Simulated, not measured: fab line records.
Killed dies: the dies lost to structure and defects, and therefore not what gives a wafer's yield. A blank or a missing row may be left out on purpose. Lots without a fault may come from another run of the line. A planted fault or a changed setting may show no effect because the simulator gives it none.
Struck lot and sound lot, side by side | flow gf180mcu | 14 out of 602 route steps
Sound: wafers L399.3, L399.4, L399.6. Struck: wafers L402.1, L402.4, L402.6. Last of all comes the cause.
Per side, at each step with rows, come the tool, then ch with its chambers, and then its first start. Under that, the readings that differ: sound wafers | struck wafers | difference of the means | sigmas: that difference in standard deviations of wafers without a fault.
alike: a reading whose means differ by less than 2 such deviations, as well as words and numbers matching on both sides. not compared: withheld readings; readings where some wafer has no value; bounds like >300 that might hide an equal value; numbers whose values overlap and for which the record gives no deviation.
A row with sigmas, a row that says differs or no value, or rows on one side alone: a step with any of these is where the two part. When numbers do not overlap yet have no deviation, they are printed without sigmas and do not part them. A reading missing from all wafers of one side parts the sides only when that side holds two or more wafers.

GF_M1_SPUTTER_00: material Ti, target thk 37.5 nm, time 150 s.
  sound on pvd_sputter-02, day 18 09:52; struck on pvd_sputter-01, day 19 14:06
  alike: substrate_temp_c, throttle_valve_pct
GF_M1_SPUTTER_01: material TiN, target thk 30 nm, time 25 s.
  sound on pvd_sputter-02, day 18 09:58; struck on pvd_sputter-01, day 19 14:12
  alike: throttle_valve_pct
GF_M1_SPUTTER_02: material AlCu, target thk 450 nm, time 23.9 s.
  sound on pvd_sputter-02, day 18 09:59; struck on pvd_sputter-01, day 19 14:14
  alike: throttle_valve_pct
GF_M1_SPUTTER_03: material Ti, target thk 10 nm, time 6.7 s.
  sound on pvd_sputter-02, day 18 10:01; struck on pvd_sputter-01, day 19 14:16
  alike: substrate_temp_c, throttle_valve_pct
GF_M1_SPUTTER_04: material TiN, target thk 50 nm, time 41.7 s.
  sound on pvd_sputter-02, day 18 10:02; struck on pvd_sputter-01, day 19 14:17
  alike: throttle_valve_pct
GF_M1_RS_MEAS_05: the measuring method here is four-point-probe.
  sound on film_metro-01, day 18 10:07; struck on film_metro-01, day 19 14:20
  alike: M1_ALCU_RS
GF_M1_THK_MEAS_06: measures by xrf.
  sound on film_metro-01, day 18 10:13; struck on film_metro-01, day 19 14:27
  alike: M1_ALCU_THK
then, 5 steps without rows for these wafers: GF_M1_DEHYDRATE_07 (time 60 s); GF_M1_HMDS_08 (prime time 60 s); GF_M1_COAT_09 (resist thk 1000 nm); GF_M1_SOFTBAKE_10 (time 60 s); GF_M1_EXPOSE_11 (exposes mask Metal1, target cd 230 nm).
GF_M1_PEB_12: peb time 90 s.
  sound on litho_track-03 ch 0, day 19 10:16; struck on litho_track-01, day 20 14:50
  no value came back on the struck wafers for chill_plate_temp_C (C), exhaust_pa (Pa); on the sound wafers chill_plate_temp_C (C) reads 22.83 22.94 22.83
then, 1 step without rows for these wafers: GF_M1_DEVELOP_13 (develop time 60 s).

== WHERE THEY PART ==
Only at GF_M1_PEB_12, within this record.

WHY: what had been put in by the simulator
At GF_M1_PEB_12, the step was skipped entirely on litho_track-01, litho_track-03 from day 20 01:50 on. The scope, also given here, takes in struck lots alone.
